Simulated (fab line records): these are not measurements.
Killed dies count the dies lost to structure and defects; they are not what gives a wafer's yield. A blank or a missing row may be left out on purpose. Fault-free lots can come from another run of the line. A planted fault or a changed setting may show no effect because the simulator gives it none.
Split-lot trial -- flow gf180mcu -- on a route of 602 steps: 5 lots, 23 wafers read

ABOUT THE SPLIT
At GF_STI_CVD_03 (deposits Si3N4 from DCS/NH3, target thk 207.16 nm, time 3551 s), the setting tempC was moved away from the recipe's 770 C on 10 of the 23 wafers read, by -2.7% to -1.0%. This setting was run at the recipe's value on the other wafers.

FROM THE SPLIT TO THE READING: what the file shows between them, 4 steps
- GF_STI_THK_MEAS_04
- GF_STI_PEB_10: peb time 90 s (also split here: pebTempC)
- GF_STI_DEVELOP_11: develop time 60 s
- GF_STI_CD_MEAS_12: target cd 220 nm

THE READING
oesProductAu, in a.u., at GF_STI_ETCH_13 (etches the open film in CHF3/O2, stops on Si, target depth 282.31 nm, time 112.9 s). A value of 0.832 a.u. with a standard deviation of 0.0063 a.u. is what fault-free wafers of this fab line usually give.

wafer,"tool, chamber at the split","tempC as run, C",against the recipe,"oesProductAu, a.u.",against lot-mates on the recipe
L075.2,"-, -",770,recipe,0.827,-
L075.3,"-, -",770,recipe,0.832,-
L075.4,"-, -",770,recipe,0.835,-
L075.5,"-, -",770,recipe,0.834,-
L075.6,"-, -",770,recipe,0.822,-
L077.1,"-, -",749.2,-2.7%,0.682,no lot-mate on the recipe
L077.2,"-, -",749.2,-2.7%,0.673,no lot-mate on the recipe
L077.4,"-, -",749.2,-2.7%,0.682,no lot-mate on the recipe
L077.5,"-, -",749.2,-2.7%,0.680,no lot-mate on the recipe
L077.6,"-, -",749.2,-2.7%,0.674,no lot-mate on the recipe
L080.2,"lpcvd-02, 0",770,recipe,0.829,-
L080.3,"lpcvd-02, 0",770,recipe,0.839,-
L080.6,"lpcvd-02, 0",770,recipe,0.834,-
L084.1,"-, -",770,recipe,0.836,-
L084.2,"-, -",770,recipe,0.838,-
L084.3,"-, -",770,recipe,0.830,-
L084.5,"-, -",770,recipe,0.830,-
L084.6,"-, -",770,recipe,0.827,-
L085.1,"-, -",762.5,-1.0%,0.775,no lot-mate on the recipe
L085.2,"-, -",762.5,-1.0%,0.765,no lot-mate on the recipe
L085.3,"-, -",762.5,-1.0%,0.779,no lot-mate on the recipe
L085.4,"-, -",762.5,-1.0%,0.780,no lot-mate on the recipe
L085.5,"-, -",762.5,-1.0%,0.774,no lot-mate on the recipe

FIT RESULTS
A straight line over all 23 wafers: oesProductAu changes by +0.0569 a.u. for each +1% of tempC; r = +1.00; the points scatter about the line by 0.005 a.u.
Too few moved wafers have a lot-mate on the recipe to fit a line with each lot's own level taken away.

THE WHOLE CHAIN: every reading that the file lists as answering this split, in the file's order
step,what it does,reading,change (the file's fit),r (the file's)
GF_STI_CVD_03,"deposits Si3N4 from DCS/NH3, target thk 207.16 nm, time 3551 s","Si3N4_of_STI_CVD_03.thkNm (the simulator's own value, which no gauge read)",+25.3 nm for each +1% of the setting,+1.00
GF_STI_THK_MEAS_04,,STI_CVD_03_THK,+25.3 for each +1% of the setting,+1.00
GF_STI_ETCH_13,"etches the open film in CHF3/O2, stops on Si, target depth 282.31 nm, time 112.9 s",oesProductAu,+0.0569 a.u. for each +1% of the setting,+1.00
GF_STI_ETCH_13,"etches the open film in CHF3/O2, stops on Si, target depth 282.31 nm, time 112.9 s","etch.depthNm (the simulator's own value, which no gauge read)",+25.3 nm for each +1% of the setting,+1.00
GF_STI_WET_ETCH_17,"etches Si3N4 in H3PO4, target depth 45 nm, time 514 s","Si3N4_of_STI_CVD_03.thkNm (the simulator's own value, which no gauge read)",+25.8 nm for each +1% of the setting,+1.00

FILE'S OWN FIT
oesProductAu changes by +0.0569 a.u. for each +1% of tempC, r = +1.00.
